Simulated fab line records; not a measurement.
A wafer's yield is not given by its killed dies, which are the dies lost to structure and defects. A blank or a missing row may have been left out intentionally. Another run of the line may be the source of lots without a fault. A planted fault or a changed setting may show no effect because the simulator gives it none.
8D (eight disciplines) problem report, filled in by code | flow gf180mcu | the parts of the form that need people (team, actions taken, sign-off) are left out

== 1. WHAT IS WRONG ==
TOP_METAL_ALCU_RS at GF_TOP_METAL_RS_MEAS_05 reads a mean of 0.0361 ohm/sq on 1 wafer of 1 lot; wafers without a fault read 0.0327 ohm/sq with a standard deviation of 0.00042. Measured from the usual mean, that is +8.1 standard deviations.
The step: measures by four-point-probe.
First observed at day 31 20:40: wafer L550.4, on film_metro-03. Wafers with a number at this step in the record: 34, from 12 lots. Rule for "out", or "out of limits": more than 4 standard deviations from the usual mean. All remaining wafers that have a number are taken as sound.

== 2. WHAT IT IS; WHAT IT IS NOT ==
question                    | is                | is not
which readings at this step | TOP_METAL_ALCU_RS | -
which lots                  | L550              | L536, L537, L538, L540, L543, L544, L545, L546, L547, L548, L549
which wafers of those lots  | L550.4            | L550.1, L550.6
read on which gauges        | film_metro-03     | film_metro-01, film_metro-02
when                        | from day 31 20:40 | up to then (33 sound wafers)

== 3. WHAT RULES OUT EACH SUSPECT ==
Counting: a tool at a process step up to the reading stays a suspect if it ran every lot that is out. Sound lots after the first of them don't rule it out here, since some wafers of a struck lot are sound.
- the gauge at GF_TOP_METAL_RS_MEAS_05: kept. All the wafers that are out were read on film_metro-03, and no step on other tools shows them out.
- pvd_sputter-02 at GF_TOP_METAL_SPUTTER_02 (material AlCu, target thk 900 nm, time 47.82 s): kept. It ran the lot that is out, L550 (day 31 20:34); its last sound lot up to then is L548 (day 31 19:01).
Left after counting: pvd_sputter-02 at GF_TOP_METAL_SPUTTER_02, film_metro-03 at GF_TOP_METAL_RS_MEAS_05.

== 4. THE CAUSE (what the simulator had put in) ==
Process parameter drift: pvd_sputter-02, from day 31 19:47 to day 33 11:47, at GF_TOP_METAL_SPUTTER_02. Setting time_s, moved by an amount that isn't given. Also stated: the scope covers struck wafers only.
Of the 2 suspects that counting leaves, this tool is one.

== 5. THE CHAIN OF EFFECTS, in route order ==
Rows list readings where the struck wafers' mean (over those with a number) sits beyond 3 standard deviations from the usual. Readings are gone through only where the record gives a usual standard deviation; hours: the median, over the lots, of the time from a lot's start at the first step in this table giving one to that lot's start at this step; sigmas: the change measured in usual standard deviations.
hours | step                     | reading            | usual         | on struck wafers | change  | sigmas
0     | GF_TOP_METAL_RS_MEAS_05  | TOP_METAL_ALCU_RS  | 0.0327 ohm/sq | 0.0361           | +0.0034 | +8.1
0     | GF_TOP_METAL_THK_MEAS_06 | TOP_METAL_ALCU_THK | 901 nm        | 819              | -82     | -7.5
Later measuring or inspecting steps at which every struck wafer that the step has a row for has a number for every such reading, and none has moved that far: GF_PASSIVATION_THK_MEAS_01.

== 6. WHAT WOULD HAVE CAUGHT IT SOONER ==
In this record the first reading out of limits at a measuring or inspecting step was taken at day 31 20:40, 1 hour after the fault began at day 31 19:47.
No tool reading at GF_TOP_METAL_SPUTTER_02 that has a usual standard deviation in the record was out on any struck wafer, so an alarm limit of 4 standard deviations on those readings would not have fired.
By day 31 20:40, every lot that is out (1) had started GF_TOP_METAL_SPUTTER_02 on pvd_sputter-02. Tool hold at that time: it would have spared none of them.
